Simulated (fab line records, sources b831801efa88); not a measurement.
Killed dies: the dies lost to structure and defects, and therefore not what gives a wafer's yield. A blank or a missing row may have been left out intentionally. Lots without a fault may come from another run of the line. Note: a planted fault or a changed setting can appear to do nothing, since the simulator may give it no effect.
Which tool did it? :: flow sky130 :: 7 lots, 21 wafers sampled, at 2 steps of a route of 708

## WHAT EACH GAUGE READ, for each wafer
SKY_VIA4_BOW_MEAS_03.
lot: L748
measured: day 43 16:37
on: film-metro-02
VIA4_BOW (um): 96 75 78

lot: L751
measured: day 44 10:13
on: film-metro-04
VIA4_BOW (um): 86 68 65

lot: L753
measured: day 45 04:29
on: film-metro-02
VIA4_BOW (um): 86 95 94

lot: L755
measured: day 45 13:50
on: film-metro-04
VIA4_BOW (um): 77 73 80

lot: L758
measured: day 46 10:02
on: film-metro-04
VIA4_BOW (um): 79 76 81

lot: L760
measured: day 46 19:35
on: film-metro-04
VIA4_BOW (um): 151 139 140

lot: L763
measured: day 47 13:06
on: film-metro-02
VIA4_BOW (um): 127 120 136

## WHICH TOOL RAN EACH LOT (tool, then ch and the chambers of the sampled wafers, then the start)
lot: L748
SKY_VIA4_CMP_02: cmp-02 ch 0,2,3, day 43 16:22

lot: L751
SKY_VIA4_CMP_02: cmp-01 ch 1,2, day 44 09:53

lot: L753
SKY_VIA4_CMP_02: cmp-02 ch 1,2,3, day 45 04:16

lot: L755
SKY_VIA4_CMP_02: cmp-01 ch 0,1,3, day 45 13:35

lot: L758
SKY_VIA4_CMP_02: cmp-01 ch 0,1,2, day 46 09:50

lot: L760
SKY_VIA4_CMP_02: cmp-01 ch 2,3, day 46 19:17

lot: L763
SKY_VIA4_CMP_02: cmp-02 ch 2,3, day 47 12:47
- SKY_VIA4_CMP_02: polishes SiO2.

## THE ANSWER, worked out from the rows above alone
Rule: what is usual is taken from the lots themselves. Put in order of their means at a reading, lots are off if they are a third of the lots or fewer, leave a main group of 4 or more, and stand apart from it by a gap of 3 or more times the standard deviation of the main group's means; of several such gaps the widest counts. If all means in a main group match to the digits the tables above print for the reading, that group is not used. Also off: a lot with no number at a reading for which 4 or more lots have one. Any other lot the step has rows for is counted as sound.
Off: L760, L763, seen at SKY_VIA4_BOW_MEAS_03 (VIA4_BOW). For the main group the mean is 81 um and the standard deviation 6.4.
A tool fits if, at a process step before that reading, it ran every lot that is off, and no sound lot after the first of them. Those tools and the gauges at SKY_VIA4_BOW_MEAS_03 are tried in the same way. No candidate that was tried fits.

## WHAT HAD BEEN PUT IN BY THE SIMULATOR
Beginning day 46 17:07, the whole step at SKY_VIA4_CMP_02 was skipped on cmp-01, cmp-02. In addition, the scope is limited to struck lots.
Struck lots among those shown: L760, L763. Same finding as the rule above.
